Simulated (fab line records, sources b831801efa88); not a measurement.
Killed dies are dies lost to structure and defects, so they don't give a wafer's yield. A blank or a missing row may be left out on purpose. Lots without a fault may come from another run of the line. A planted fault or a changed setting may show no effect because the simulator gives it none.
Which tool did it? | flow gf180mcu | 14 lots, 42 wafers sampled, at 5 steps of a route of 602

WHAT THE GAUGES READ, wafer by wafer
GF_POLY_GATE_OVL_MEAS_11. Usual: POLY_GATE_OVL 1 nm, standard deviation 5.1.
lot  | measured     | on         | POLY_GATE_OVL (nm) | flag
L438 | day 9 01:51  | overlay-02 | 3 -3 1             |
L440 | day 9 18:36  | overlay-02 | 7 0 -1             |
L441 | day 10 00:41 | overlay-02 | -1 9 6             |
L442 | day 10 06:35 | overlay-02 | -5 -4 -7           |
L443 | day 10 16:21 | overlay-01 | 4 -3 1             |
L447 | day 11 19:54 | overlay-01 | 5 -4 -4            |
L451 | day 13 01:56 | overlay-01 | -6 5 7             |
L452 | day 13 07:56 | overlay-01 | -4 1 -6            |
L453 | day 13 13:14 | overlay-01 | -7 -5 2            |
L454 | day 14 00:30 | overlay-02 | -3 -2 -3           |
L457 | day 14 20:37 | overlay-02 | 4 8 6              |
L458 | day 15 05:00 | overlay-01 | 4 7 7              |
L460 | day 16 00:09 | overlay-02 | -3 -6 -2           |
L461 | day 16 00:31 | overlay-02 | 9 12 4             |

GF_POLY_GATE_CD_MEAS_18. Usual: cd_nm 280.4 nm, standard deviation 1.6.
lot  | measured     | on        | cd_nm (nm)        | flag
L438 | day 9 03:44  | cd_sem-02 | 278.9 282.1 281.3 |
L440 | day 9 20:49  | cd_sem-01 | 281.7 283.0 282.2 |
L441 | day 10 02:53 | cd_sem-01 | 278.5 278.9 277.6 |
L442 | day 10 08:35 | cd_sem-02 | 280.8 281.5 278.5 |
L443 | day 10 18:37 | cd_sem-01 | 280.7 279.7 280.6 |
L447 | day 11 22:44 | cd_sem-02 | 280.0 282.1 279.1 |
L451 | day 13 04:38 | cd_sem-02 | 278.6 277.9 281.4 |
L452 | day 13 11:02 | cd_sem-01 | 277.8 280.0 280.0 |
L453 | day 13 15:17 | cd_sem-01 | 279.9 278.4 279.6 |
L454 | day 14 02:43 | cd_sem-01 | 281.5 282.6 281.2 |
L457 | day 15 01:34 | cd_sem-02 | 282.6 281.8 283.3 |
L458 | day 15 07:47 | cd_sem-02 | 284.1 282.7 283.1 |
L460 | day 16 03:39 | cd_sem-01 | 279.2 280.4 280.6 |
L461 | day 16 03:40 | cd_sem-02 | 279.2 280.0 279.4 |

GF_HV_LDD_CD_MEAS_31: target cd 400 nm. Usual: cd_nm 398.9 nm, standard deviation 2.1.
lot  | measured     | on        | cd_nm (nm)        | flag
L438 | day 11 09:13 | cd_sem-01 | 397.6 399.6 398.8 |
L440 | day 12 03:25 | cd_sem-01 | 397.8 398.1 400.1 |
L441 | day 12 10:58 | cd_sem-02 | 399.2 401.5 399.7 |
L442 | day 12 17:28 | cd_sem-01 | 394.5 394.3 393.9 |
L443 | day 13 04:59 | cd_sem-01 | 399.6 398.1 401.3 |
L447 | day 14 11:19 | cd_sem-02 | 402.1 404.2 401.6 |
L451 | day 15 18:37 | cd_sem-02 | 393.1 392.4 394.5 |
L452 | day 16 01:01 | cd_sem-01 | 393.6 392.3 393.7 |
L453 | day 16 06:12 | cd_sem-01 | 399.0 398.7 396.8 |
L454 | day 16 17:46 | cd_sem-02 | 398.3 398.8 398.3 |
L457 | day 17 20:25 | cd_sem-01 | 403.3 400.7 401.4 |
L458 | day 18 03:22 | cd_sem-02 | 396.8 396.7 397.4 |
L460 | day 19 02:44 | cd_sem-02 | 395.7 397.8 398.7 |
L461 | day 19 02:49 | cd_sem-01 | 401.4 403.5 404.0 |

GF_HV_LDD_OVL_MEAS_47. Usual: HV_LDD_03_OVL 0.1 nm, standard deviation 1.6.
lot  | measured     | on         | HV_LDD_03_OVL (nm) | flag
L438 | day 12 04:44 | overlay-01 | -1.9 -1.7 -0.2     |
L440 | day 12 23:32 | overlay-01 | 1.5 3.7 0.2        |
L441 | day 13 07:35 | overlay-02 | -0.7 -0.1 -0.9     |
L442 | day 13 13:29 | overlay-02 | 0.9 1.8 -0.5       |
L443 | day 14 02:02 | overlay-02 | -0.7 0.4 0.5       |
L447 | day 15 07:44 | overlay-01 | 0.3 1.1 -0.7       |
L451 | day 16 17:32 | overlay-01 | -0.3 -0.7 -2.5     |
L452 | day 17 00:05 | overlay-02 | 1.7 1.3 0.7        |
L453 | day 17 04:47 | overlay-02 | -1.6 -1.4 -3.6     |
L454 | day 17 17:11 | overlay-01 | 0.9 0.2 0.9        |
L457 | day 18 21:00 | overlay-01 | -0.5 -1.6 -0.5     |
L458 | day 19 04:29 | overlay-02 | -0.2 1.7 1.4       |
L460 | day 20 04:14 | overlay-02 | -0.4 1.7 0.0       |
L461 | day 20 04:20 | overlay-01 | -3.1 -1.4 -2.8     |

WHICH TOOL RAN EACH LOT (tool, then ch and the chambers of the sampled wafers, then the start)
lot  | GF_HV_LDD_DEVELOP_30
L438 | litho_track-04 ch 0, day 11 09:04
L440 | litho_track-04 ch 0, day 12 03:16
L441 | litho_track-02 ch 0, day 12 10:49
L442 | litho_track-03 ch 0, day 12 17:19
L443 | litho_track-04 ch 0, day 13 04:50
L447 | litho_track-04 ch 0, day 14 11:10
L451 | litho_track-04 ch 0, day 15 18:28
L452 | litho_track-04 ch 0, day 16 00:52
L453 | litho_track-02 ch 0, day 16 06:04
L454 | litho_track-02 ch 0, day 16 17:37
L457 | litho_track-03 ch 0, day 17 20:17
L458 | litho_track-03 ch 0, day 18 03:13
L460 | litho_track-02 ch 0, day 19 02:35
L461 | litho_track-04 ch 0, day 19 02:40
- GF_HV_LDD_DEVELOP_30: develop time 60 s.

WHAT THE TOOLS THEMSELVES READ (means of the sampled wafers that have a number; where no wafer has one, the mark that the record gives instead)
GF_HV_LDD_DEVELOP_30. Usual: developer_temp_C 23.01 C, standard deviation 0.097.
lot  | tool           | developer_temp_C (C) | flag
L438 | litho_track-04 | 22.84                |
L440 | litho_track-04 | 23.12                |
L441 | litho_track-02 | 22.98                |
L442 | litho_track-03 | 23.02                |
L443 | litho_track-04 | 23.04                |
L447 | litho_track-04 | 22.93                |
L451 | litho_track-04 | 23.10                |
L452 | litho_track-04 | 23.07                |
L453 | litho_track-02 | 22.96                |
L454 | litho_track-02 | 22.92                |
L457 | litho_track-03 | 22.87                |
L458 | litho_track-03 | 23.03                |
L460 | litho_track-02 | 23.02                |
L461 | litho_track-04 | 22.93                |

THE ANSWER, worked out from the rows above alone
Rule: a lot is off if the mean of its wafers that have a number lies more than 3 standard deviations from the usual mean. A lot without any number at a reading at which 4 lots or more have one is off too. The other lots that the step has rows for count as sound. The gauges are gone through in route order, then the tools' own readings, and for those a lot's mean is taken as printed above. The first step at which some lot is off is used, and at that step the reading that is off furthest; a lot without a number counts as furthest.
No lot is off at any reading shown: from this, nothing can be told.

WHAT THE SIMULATOR HAD PUT IN
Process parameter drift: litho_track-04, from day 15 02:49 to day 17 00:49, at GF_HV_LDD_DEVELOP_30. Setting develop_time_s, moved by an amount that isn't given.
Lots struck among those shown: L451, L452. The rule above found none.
